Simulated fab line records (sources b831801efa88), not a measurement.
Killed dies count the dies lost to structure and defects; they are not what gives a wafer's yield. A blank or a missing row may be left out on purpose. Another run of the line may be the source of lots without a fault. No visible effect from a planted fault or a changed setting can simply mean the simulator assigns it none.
fab line records | flow sky130
record lots=13 wafers=39 lastDay=51
route steps=708 shown PWDE@84 VT_ADJUST_HVTP@92 POLY_GATE@204 PAD_OPEN@708
lots that met no fault: taken from a fault-free run of the same line
startH: hours from the record's opening day to when the first of the lot's shown wafers began | waitH: hours elapsed since this lot's preceding step | " same as the row above | L1.1+2: a single row standing in for several wafers | - no value, or no start given | * or withheld: withheld | < > ~ a bound
route shown NAME@n: NAME is a module with steps in the file, n the number in the route of the first one | usual: mean/standard deviation of fault-free wafers | same: alike in all rows | chamber/n: place in a boat | sites: per-site readings | _std_site: their standard deviation | _edge_site: outer sites' mean less inner sites' | radiusMm: how far each site lies from the wafer's centre | mask NAME#n: copy n | behind: the last tool/chamber to shape the wafer | hold: reason for holding the lot/hours on hold/outcome of the hold | device: transistor that didn't switch, given as n, p or np | end of line: at the end of the route, the tests of the same wafers | step lacking rows: just its recipe | killed: at the first sort, the dies lost to defects and structure; wafer yield is something else | map: a wafer's dies, marking killed ones x, the rest . and places with no die _
set.NAME: the setting that was run; set.NAME@STEP: the one run at that earlier step | model.NAME: the simulator's own value behind a step, which no gauge read
the route's steps for a sample of lots (tables are steps, rows are wafers)
## steps
# step SKY_NWELL_RS_MEAS_31
# recipe thkMeasGauge=four-point-probe
# usual PWDE_RS=5268/20
# columns lot.wafer tool chamber startH waitH PWDE_RS[ohm/sq]
L631.1 filmMetro-04 - 104.65 0.1 5273
L631.2 " - " " 5264
L631.3 " - " " 5271
L632.2 filmMetro-01 - 127.07 0.1 5284
L632.3 " - " " 5291
L632.6 " - " " 5301
L633.1 filmMetro-03 - 127.47 0.1 5288
L633.5 " - " " 5279
L633.6 " - " " 5304
L634.1 filmMetro-04 - 128.35 0.1 5248
L634.4 " - " " 5268
L634.5 " - " " 5266
L635.2 filmMetro-03 - 131.62 0.1 5285
L635.4 " - " " 5278
L635.5 " - " " 5268
L637.3 filmMetro-03 - 140.09 0.1 5252
L637.5 " - " " 5269
L637.6 " - " " 5284
L638.1 filmMetro-03 - 150.19 0.1 5277
L638.3 " - " " 5285
L638.6 " - " " 5284
L642.1 filmMetro-04 - 165.70 0.1 5253
L642.2 " - " " 5248
L642.3 " - " " 5243
L644.3 filmMetro-03 - 181.79 0.1 5275
L644.4 " - " " 5260
L644.6 " - " " 5267
L645.1 filmMetro-01 - 186.55 0.1 5298
L645.3 " - " " 5291
L645.6 " - " " 5309
L646.2 filmMetro-03 - 192.20 0.1 5289
L646.3 " - " " 5290
L646.5 " - " " 5280
L653.1 filmMetro-03 - 263.96 0.1 5268
L653.3 " - " " 5254
L653.4 " - " " 5259
L654.1 filmMetro-04 - 264.30 0.1 5264
L654.2 " - " " 5271
L654.4 " - " " 5264
# step SKY_VT_ADJUST_HVTP_CD_MEAS_07
# recipe targetCdNm=380
# usual cdNm=380.3/1.9
# columns lot.wafer tool chamber startH waitH cdNm
L631.1 cdSem-02 - 123.31 0.1 379.5
L631.2 " - " " 379.1
L631.3 " - " " 380.5
L632.2 cdSem-02 - 145.88 0.1 378.7
L632.3 " - " " 378.7
L632.6 " - " " 378.3
L633.1 cdSem-01 - 146.41 0.1 383.1
L633.5 " - " " 384.5
L633.6 " - " " 382.9
L634.1 cdSem-02 - 147.11 0.1 378.9
L634.4 " - " " 379.3
L634.5 " - " " 380.2
L635.2 cdSem-02 - 150.09 0.1 379.0
L635.4 " - " " 378.5
L635.5 " - " " 379.1
L637.3 cdSem-02 - 157.16 0.1 380.3
L637.5 " - " " 384.0
L637.6 " - " " 382.0
L638.1 cdSem-01 - 168.91 0.1 381.0
L638.3 " - " " 378.6
L638.6 " - " " 378.0
L642.1 cdSem-02 - 185.07 0.1 379.7
L642.2 " - " " 379.6
L642.3 " - " " 379.6
L644.3 cdSem-02 - 202.76 0.1 381.1
L644.4 " - " " 381.7
L644.6 " - " " 381.3
L645.1 cdSem-02 - 208.26 0.1 379.1
L645.3 " - " " 378.4
L645.6 " - " " 379.5
L646.2 cdSem-02 - 213.63 0.1 378.0
L646.3 " - " " 378.1
L646.5 " - " " 380.6
L653.1 cdSem-02 - 287.61 0.1 376.3
L653.3 " - " " 377.9
L653.4 " - " " 380.8
L654.1 cdSem-02 - 288.67 0.1 382.3
L654.2 " - " " 381.3
L654.4 " - " " 379.2
# step SKY_POLY_GATE_CVD_00
# recipe material=poly-Si targetThkNm=180 tempC=620 timeS=720 pressureMtorr=200
# usual pressureMtorr=200.0/0.39 susceptorTempC=620.0/0.3 zonePowerUpperPct=9.0/0.97
# columns lot.wafer tool chamber startH waitH pressureMtorr susceptorTempC zonePowerUpperPct
L631.1 lpcvd-01 0 308.49 0.0 200.2 620.5 9.7
L631.2 " 0 " " 199.5 620.3 10.0
L631.3 " 0 " " 199.9 620.4 9.9
L632.2 lpcvd-01 0 335.49 0.0 200.5 620.4 9.9
L632.3 " 0 " " 201.3 620.5 9.9
L632.6 " 0 " " 200.0 620.0 9.9
L633.1 lpcvd-01 0 338.20 0.0 200.1 619.8 9.9
L633.5 " 0 " " 199.7 619.7 9.7
L633.6 " 0 " " 199.8 619.9 10.0
L634.1 lpcvd-01 0 339.89 0.0 200.1 620.0 9.8
L634.4 " 0 " " 200.4 620.1 10.0
L634.5 " 0 " " 200.2 620.2 9.8
L635.2 lpcvd-01 0 344.23 0.0 199.8 620.0 9.9
L635.4 " 0 " " 200.0 620.0 10.0
L635.5 " 0 " " 199.8 619.9 9.9
L637.3 lpcvd-01 0 357.13 0.0 199.9 619.4 10.0
L637.5 " 0 " " 199.9 619.1 9.9
L637.6 " 0 " " 199.9 619.6 9.9
L638.1 lpcvd-01 1 371.29 0.0 199.9 619.5 8.0
L638.3 " 1 " " 199.5 619.7 8.1
L638.6 " 1 " " 200.4 619.9 7.9
L642.1 lpcvd-01 1 394.59 0.0 199.6 619.7 7.9
L642.2 " 1 " " 199.7 619.4 7.9
L642.3 " 1 " " 200.0 619.8 8.0
L644.3 lpcvd-01 0 418.54 0.0 239.9 620.2 9.8
L644.4 " 0 " " 239.6 620.5 10.0
L644.6 " 0 " " 239.6 620.1 10.0
L645.1 lpcvd-01 0 425.39 0.0 239.9 620.2 10.0
L645.3 " 0 " " 239.2 619.9 10.0
L645.6 " 0 " " 239.6 620.1 10.0
L646.2 lpcvd-01 0 436.06 0.0 239.6 620.1 10.0
L646.3 " 0 " " 240.0 620.0 10.2
L646.5 " 0 " " 240.0 620.2 10.1
L654.1 lpcvd-01 1 530.84 0.1 199.9 620.3 7.9
L654.2 " 1 " " 200.2 620.2 7.9
L654.4 " 1 " " 199.5 620.0 8.0
L653.1 lpcvd-01 1 532.64 0.4 200.2 620.2 7.9
L653.3 " 1 " " 200.2 620.3 8.0
L653.4 " 1 " " 200.5 620.7 8.0
# step SKY_POLY_GATE_THK_MEAS_01
# recipe reads=poly-Si_of_POLY_GATE_CVD_00
# usual POLY_GATE_CVD_00_THK=181.9/1.9
# columns lot.wafer tool chamber startH waitH POLY_GATE_CVD_00_THK[nm]
L631.1 filmMetro-02 - 309.69 0.0 182.9
L631.2 " - " " 182.4
L631.3 " - " " 183.3
L632.2 filmMetro-04 - 336.70 0.0 182.3
L632.3 " - " " 182.3
L632.6 " - " " 183.3
L633.1 filmMetro-04 - 339.40 0.0 181.4
L633.5 " - " " 181.3
L633.6 " - " " 180.4
L634.1 filmMetro-02 - 341.09 0.0 180.7
L634.4 " - " " 182.7
L634.5 " - " " 180.8
L635.2 filmMetro-02 - 345.44 0.0 178.3
L635.4 " - " " 178.1
L635.5 " - " " 177.7
L637.3 filmMetro-01 - 358.35 0.0 180.3
L637.5 " - " " 180.9
L637.6 " - " " 179.8
L638.1 filmMetro-02 - 372.49 0.0 181.8
L638.3 " - " " 182.3
L638.6 " - " " 181.1
L642.1 filmMetro-02 - 395.79 0.0 182.1
L642.2 " - " " 180.6
L642.3 " - " " 180.6
L644.3 filmMetro-02 - 419.76 0.0 198.8
L644.4 " - " " 199.5
L644.6 " - " " 199.3
L645.1 filmMetro-02 - 426.59 0.0 201.7
L645.3 " - " " 201.5
L645.6 " - " " 202.6
L646.2 filmMetro-01 - 437.27 0.0 199.0
L646.3 " - " " 199.5
L646.5 " - " " 197.3
L654.1 filmMetro-04 - 532.64 0.0 181.5
L654.2 " - " " 182.0
L654.4 " - " " 181.2
L653.1 filmMetro-01 - 534.44 0.0 182.2
L653.3 " - " " 181.4
L653.4 " - " " 181.3
# step SKY_POLY_GATE_CD_MEAS_22
# usual cdNm=150.5/1.9
# columns lot.wafer tool chamber startH waitH cdNm
L631.1 cdSem-02 - 366.49 0.1 149.0
L631.2 " - " " 147.6
L631.3 " - " " 151.4
L632.2 cdSem-01 - 396.38 0.1 151.6
L632.3 " - " " 151.5
L632.6 " - " " 149.9
L633.1 cdSem-01 - 398.58 0.1 151.2
L633.5 " - " " 153.0
L633.6 " - " " 150.8
L634.1 cdSem-01 - 404.30 0.1 147.6
L634.4 " - " " 144.9
L634.5 " - " " 146.5
L635.2 cdSem-01 - 408.70 0.1 151.2
L635.4 " - " " 147.8
L635.5 " - " " 151.7
L637.3 cdSem-01 - 419.15 0.1 149.0
L637.5 " - " " 151.2
L637.6 " - " " 148.7
L638.1 cdSem-02 - 435.01 0.1 152.9
L638.3 " - " " 152.9
L638.6 " - " " 149.9
L642.1 cdSem-01 - 461.39 0.1 149.5
L642.2 " - " " 151.1
L642.3 " - " " 148.7
L644.3 cdSem-01 - 485.78 0.1 152.0
L644.4 " - " " 151.5
L644.6 " - " " 151.9
L645.1 cdSem-02 - 492.39 0.1 150.3
L645.3 " - " " 154.0
L645.6 " - " " 152.7
L646.2 cdSem-02 - 502.64 0.1 147.2
L646.3 " - " " 149.2
L646.5 " - " " 149.1
L654.1 cdSem-01 - 596.31 0.1 150.7
L654.2 " - " " 150.3
L654.4 " - " " 149.8
L653.1 cdSem-01 - 599.68 0.1 150.4
L653.3 " - " " 151.0
L653.4 " - " " 151.5
# step SKY_PAD_OPEN_PROBE_99
# usual killed_at_M0_to_M3=44/6.8 killed_at_M4_up=2.9/1.9 killedAtContacts=24/5.2 killedAtFrontEnd=16/4.1 killedAtOther=0.4/0.74 killedDies=88/9.1 killedOpen=48/7.2 killedShort=39/5.6
# same grossDies=492 killedAtBackSide=0
# columns lot.wafer tool chamber startH waitH killed_at_M0_to_M3 killed_at_M4_up killedAtContacts killedAtFrontEnd killedAtOther killedDies killedOpen killedShort
L644.3 prober-01 - 1152.89 0.2 33 8 31 15 0 87 55 32
L644.4 prober-01 - 1152.94 0.2 49 1 22 15 0 87 54 33
L644.6 prober-01 - 1153.04 0.2 38 3 21 14 0 76 35 41
# killed by level:class
L644.3 CONTACT:geometricParticle:open=14 VIA1:geometricParticle:open=9 LI_CONTACT:geometricParticle:open=8 FIELD_ISO:geometricParticle:open=6 VIA2:geometricParticle:open=6 CONTACT:geometricParticle:short=5 VIA1:geometricParticle:short=5 METAL4:geometricParticle:short=4
L644.4 VIA3:geometricParticle:open=10 CONTACT:geometricParticle:open=9 VIA1:geometricParticle:open=9 METAL2:geometricParticle:short=8 METAL1:geometricParticle:short=8 VIA2:geometricParticle:open=7 FIELD_ISO:geometricParticle:open=6 LI_CONTACT:geometricParticle:open=5
L644.6 VIA1:geometricParticle:open=9 CONTACT:geometricParticle:open=8 POLY_GATE:geometricParticle:open=7 VIA1:geometricParticle:short=7 LOCAL_INTERCONNECT:geometricParticle:short=6 METAL1:geometricParticle:short=5 VIA2:geometricParticle:short=5 CONTACT:geometricParticle:short=4
## key
firstSign step=SKY_POLY_GATE_CVD_00 reading=pressureMtorr direction=up sigmas=99+ usual=200.0 struck=239.7
effect step=SKY_POLY_GATE_THK_MEAS_01 reading=POLY_GATE_CVD_00_THK direction=up sigmas=9.5 usual=181.9 struck=199.9
metAt SKY_POLY_GATE_CVD_00
struckLots L644,L645,L646
struckWafers L644.3,L644.4,L644.6,L645.1,L645.3,L645.6,L646.2,L646.3,L646.5
testerLeftOut L644,L645,L646
notActingAt SKY_NWELL_RS_MEAS_31,SKY_VT_ADJUST_HVTP_CD_MEAS_07,SKY_POLY_GATE_CD_MEAS_22
onsetBetween 357.13 418.54
fault kind=processParameterDrift tool=lpcvd-01 chamber=0 onsetH=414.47 steps=SKY_POLY_GATE_CVD_00 channel=pressureMtorr offset=40 shape=step endH=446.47 stated=200
# testerLeftOut: of these lots the tester's yield and bins aren't shown, on N5 and GAA mostly nor the transistor test; their killed dies are dies lost to structure and defects alone, not to doping, threshold or leakage, so they don't give the yield
